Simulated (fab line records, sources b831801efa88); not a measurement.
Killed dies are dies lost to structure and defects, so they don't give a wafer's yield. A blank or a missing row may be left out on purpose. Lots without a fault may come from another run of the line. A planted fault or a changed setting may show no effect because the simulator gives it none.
Which tool did it? | flow gf180mcu | 14 lots, 42 wafers sampled, at 4 steps of a route of 602

WHAT THE GAUGES READ, wafer by wafer
GF_HV_LDD_THK_MEAS_55.
lot  | measured     | on            | HV_LDD_CVD_54_THK (nm)
L553 | day 12 10:13 | film_metro-04 | 10.14 10.16 10.19
L554 | day 12 17:49 | film_metro-02 | 10.21 10.26 10.33
L556 | day 13 12:14 | film_metro-04 | 10.11 10.23 10.10
L559 | day 14 07:49 | film_metro-04 | 10.07 10.04 9.86
L562 | day 15 11:58 | film_metro-02 | 10.13 9.98 10.09
L563 | day 15 19:47 | film_metro-01 | 10.19 10.22 10.20
L564 | day 16 07:03 | film_metro-04 | 10.00 10.16 10.00
L567 | day 17 05:51 | film_metro-02 | 9.92 10.06 10.01
L568 | day 17 10:34 | film_metro-01 | 10.26 10.20 10.23
L570 | day 18 01:46 | film_metro-01 | 9.96 9.88 10.03
L571 | day 18 08:21 | film_metro-02 | 10.07 10.18 10.05
L572 | day 18 19:39 | film_metro-01 | 10.10 10.13 10.03
L575 | day 19 17:47 | film_metro-01 | 10.09 10.05 10.13
L576 | day 20 10:45 | film_metro-02 | 10.30 10.27 10.33

GF_NSD_CD_MEAS_07: target cd 400 nm.
lot  | measured     | on        | cd_nm (nm)
L553 | day 13 07:26 | cd_sem-02 | 402.8 404.7 403.5
L554 | day 13 15:00 | cd_sem-02 | 403.2 403.7 402.6
L556 | day 14 11:02 | cd_sem-01 | 400.6 400.0 402.0
L559 | day 15 06:49 | cd_sem-02 | 399.4 398.3 398.1
L562 | day 16 11:19 | cd_sem-01 | 398.6 399.7 398.5
L563 | day 16 18:50 | cd_sem-01 | 400.6 400.7 400.9
L564 | day 17 07:38 | cd_sem-02 | 400.2 401.8 400.6
L567 | day 18 06:59 | cd_sem-02 | 396.6 396.2 396.9
L568 | day 18 11:59 | cd_sem-01 | 401.6 400.4 404.5
L570 | day 19 03:18 | cd_sem-01 | 401.5 401.4 401.5
L571 | day 19 10:29 | cd_sem-01 | 402.8 399.3 400.9
L572 | day 19 21:16 | cd_sem-01 | 401.6 399.1 398.9
L575 | day 20 20:34 | cd_sem-02 | 402.4 400.9 402.7
L576 | day 21 12:46 | cd_sem-02 | 399.6 398.7 396.9

GF_SAB_OVL_MEAS_10.
lot  | measured     | on         | SAB_OVL (nm)
L553 | day 15 00:46 | overlay-02 | -0.3 -0.9 -0.8
L554 | day 15 09:25 | overlay-02 | -1.1 -0.5 -1.2
L556 | day 16 05:52 | overlay-02 | -2.4 -0.8 -2.7
L559 | day 17 04:22 | overlay-02 | -0.1 -0.6 1.1
L562 | day 18 11:34 | overlay-02 | 0.1 0.3 -0.7
L563 | day 18 18:27 | overlay-01 | 0.3 -0.6 0.0
L564 | day 19 09:24 | overlay-02 | 1.0 1.2 -0.2
L567 | day 20 07:36 | overlay-01 | -1.2 0.0 -0.3
L568 | day 20 14:10 | overlay-01 | 1.6 3.3 2.5
L570 | day 21 05:24 | overlay-02 | -0.9 0.6 -0.5
L571 | day 21 12:54 | overlay-02 | -0.7 -0.8 0.2
L572 | day 21 22:12 | overlay-01 | -0.4 1.9 1.9
L575 | day 22 20:52 | overlay-01 | -2.8 -1.9 -2.4
L576 | day 23 12:21 | overlay-01 | 3.0 2.1 2.2

WHICH TOOL RAN EACH LOT (tool, then ch and the chambers of the sampled wafers, then the start)
lot  | GF_PSD_CLEAN_12
L553 | wet_bench-01 ch 3, day 14 03:51
L554 | wet_bench-02 ch 0, day 14 12:03
L556 | wet_bench-02 ch 0, day 15 08:03
L559 | wet_bench-01 ch 2, day 16 05:29
L562 | wet_bench-01 ch 3, day 17 10:35
L563 | wet_bench-03 ch 0, day 17 18:23
L564 | wet_bench-03 ch 0, day 18 08:23
L567 | wet_bench-03 ch 3, day 19 07:45
L568 | wet_bench-01 ch 1, day 19 13:39
L570 | wet_bench-03 ch 1, day 20 05:05
L571 | wet_bench-03 ch 2, day 20 11:53
L572 | wet_bench-03 ch 0, day 20 22:50
L575 | wet_bench-03 ch 1, day 21 21:00
L576 | wet_bench-03 ch 3, day 22 13:20
- GF_PSD_CLEAN_12: cleans in SC1/SC2, time 150 s.

WHAT THE TOOLS THEMSELVES READ (means of the sampled wafers that have a number; where no wafer has one, the mark that the record gives instead)
GF_PSD_CLEAN_12.
lot  | tool         | bath_guard_temp_C (C) | bath_heat_duty_pct (%)
L553 | wet_bench-01 | 69.8                  | 11.1
L554 | wet_bench-02 | 70.4                  | 15.2
L556 | wet_bench-02 | 70.2                  | 15.5
L559 | wet_bench-01 | 70.4                  | 14.7
L562 | wet_bench-01 | -                     | -
L563 | wet_bench-03 | -                     | -
L564 | wet_bench-03 | 69.7                  | 10.6
L567 | wet_bench-03 | 69.5                  | 10.9
L568 | wet_bench-01 | 69.5                  | 14.0
L570 | wet_bench-03 | 68.8                  | 14.5
L571 | wet_bench-03 | 69.8                  | 11.8
L572 | wet_bench-03 | 69.4                  | 11.0
L575 | wet_bench-03 | 68.8                  | 14.2
L576 | wet_bench-03 | 69.4                  | 10.9

THE ANSWER, worked out from the rows above alone
Rule: what is usual is taken from the lots themselves. Put in order of their means at a reading, lots are off if they are a third of the lots or fewer, leave a main group of 4 or more, and stand apart from it by a gap of 3 or more times the standard deviation of the main group's means; of several such gaps the widest counts. A main group whose means are all the same, to the digits that the tables above print for the reading, isn't used. A lot without any number at a reading at which 4 lots or more have one is off too. The other lots that the step has rows for count as sound. The gauges are gone through in route order, then the tools' own readings, and for those a lot's mean is taken as printed above. The first step at which some lot is off is used, and at that step the reading that is off furthest; a lot without a number counts as furthest.
Off: L562, L563, at GF_PSD_CLEAN_12 (bath_guard_temp_C). Without a number there: L562, L563. The main group: mean 69.6 C, standard deviation 0.51.
A tool fits if, at that step or a process step before it, it ran every lot that is off, and no sound lot after the first of them. None of those tried fits.

WHAT THE SIMULATOR HAD PUT IN
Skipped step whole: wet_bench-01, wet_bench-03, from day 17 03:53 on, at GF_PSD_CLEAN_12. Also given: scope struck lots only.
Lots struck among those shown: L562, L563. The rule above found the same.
